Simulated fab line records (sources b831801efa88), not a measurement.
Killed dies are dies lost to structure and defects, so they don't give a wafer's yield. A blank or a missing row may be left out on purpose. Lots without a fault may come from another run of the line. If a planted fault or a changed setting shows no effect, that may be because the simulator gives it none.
A struck lot beside a sound one	flow sky130	15 out of 708 route steps
Sound: the wafers L574.1, L574.3, L574.4. Struck: wafer L583.5 (left out: L583.1, L583.3 of the same lot, which were not struck); the cause appears at the end.
Per side, at each step with rows, come the tool, then ch with its chambers, and then its first start. Under that, the readings that differ: sound wafers	struck wafers	difference of the means	sigmas: that difference in standard deviations of wafers without a fault.
alike: same words and numbers on both sides, and readings whose means sit less than 2 such deviations apart. not compared: any withheld reading, any reading some wafer has no value for, any bound like >300 that may hide the same value, and any number with overlapping values for which the record gives no deviation.
The two part at a step that has a row with sigmas, a row that says differs or no value, or rows on one side only. Non-overlapping numbers with no deviation appear without sigmas and do not part them. Lack of a reading on every wafer of one side parts them only where that side has two or more wafers.

first, 8 steps without rows for these wafers: SKY_FIELD_ISO_DEHYDRATE_05 (time 60 s); SKY_FIELD_ISO_HMDS_06 (prime time 60 s); SKY_FIELD_ISO_COAT_07 (resist thk 60 nm); SKY_FIELD_ISO_COAT_08 (resist thk 450 nm); SKY_FIELD_ISO_SOFTBAKE_09 (time 90 s); SKY_FIELD_ISO_EXPOSE_10 (exposes mask FOM, target cd 150 nm); SKY_FIELD_ISO_PEB_11; SKY_FIELD_ISO_DEVELOP_12 (develop time 60 s).
SKY_FIELD_ISO_CD_MEAS_13: the cd target is 150 nm.
  sound on cd sem-01, day 4 14:47; struck on cd sem-01, day 6 13:08
  alike: cd nm
SKY_FIELD_ISO_ETCH_14: etches BARC in N2/H2, stops on SiO2, time 46.75 s, target depth 60 nm.
  sound on rie diel-04 ch 1,2,3, day 4 14:54; struck on rie diel-01 ch 0, day 6 13:15
  alike: drypump motor current A, oes product au, throttle valve pct
  not compared: rf hours counter h, run length s
SKY_FIELD_ISO_ETCH_15: etches the open film in CHF3/O2, stops on Si, target depth 180 nm, time 72 s.
  sound on rie diel-04 ch 1,2,3, day 4 14:56; struck on rie diel-01 ch 0, day 6 13:17
reading	sound	struck	difference	sigmas
run length s (s)	100.9 100.0 100.2	99.2	-1.2	-3
  alike: drypump motor current A, oes product au, throttle valve pct
  not compared: rf hours counter h
SKY_FIELD_ISO_STRIP_16: strips in O2/N2.
  sound on plasma asher-04 ch 0,1, day 4 15:00; struck on plasma asher-01 ch 1, day 6 13:21
  alike: drypump motor current A, oes product au, strip time to endpoint s
  not compared: rf hours counter h
SKY_FIELD_ISO_ETCH_17: etches Si in HBr/Cl2/O2, target depth 342 nm, time 97.7 s.
  sound on rie si-01 ch 1,2,3, day 4 15:06; struck on rie si-01 ch 0, day 6 13:27
reading	sound	struck	difference	sigmas
run length s (s)	126.3 125.9 126.0	121.9	-4.2	-13
model.FIELD_ISO.feature depth nm (nm)	350.8 338.4 343.2	329.6	-14.5	
model.etch.depth nm (nm)	350.8 338.4 343.2	329.6	-14.5	
  alike: drypump motor current A, oes product au, throttle valve pct
  not compared: rf hours counter h
then, 1 step without rows for these wafers: SKY_FIELD_ISO_WET_ETCH_18 (etches Si3N4 in H3PO4, target depth 25 nm, time 286 s).
-- a jump in the record: the struck wafers' starts before and after are 44 days apart (it breaks off in module FIELD_ISO and resumes in module PAD_OPEN, where the first step shown is number 708 of the route) --
SKY_PAD_OPEN_PROBE_99:
  sound on prober-01, day 48 15:35; struck on prober-02, day 50 18:38
reading	sound	struck	difference	sigmas
model.etest.pfet_16v.r on ohm um	1.564e+04 1.514e+04 1.536e+04	1.487e+04	-5.100e+02	
model.etest.field p.vt v (V)	-42.62 -40.24 -41.51	-37.3	+4.2	

== WHERE THEY PART ==
At SKY_FIELD_ISO_ETCH_15 first; at SKY_FIELD_ISO_ETCH_17 last (within this record only).

WHY: what the simulator had put in
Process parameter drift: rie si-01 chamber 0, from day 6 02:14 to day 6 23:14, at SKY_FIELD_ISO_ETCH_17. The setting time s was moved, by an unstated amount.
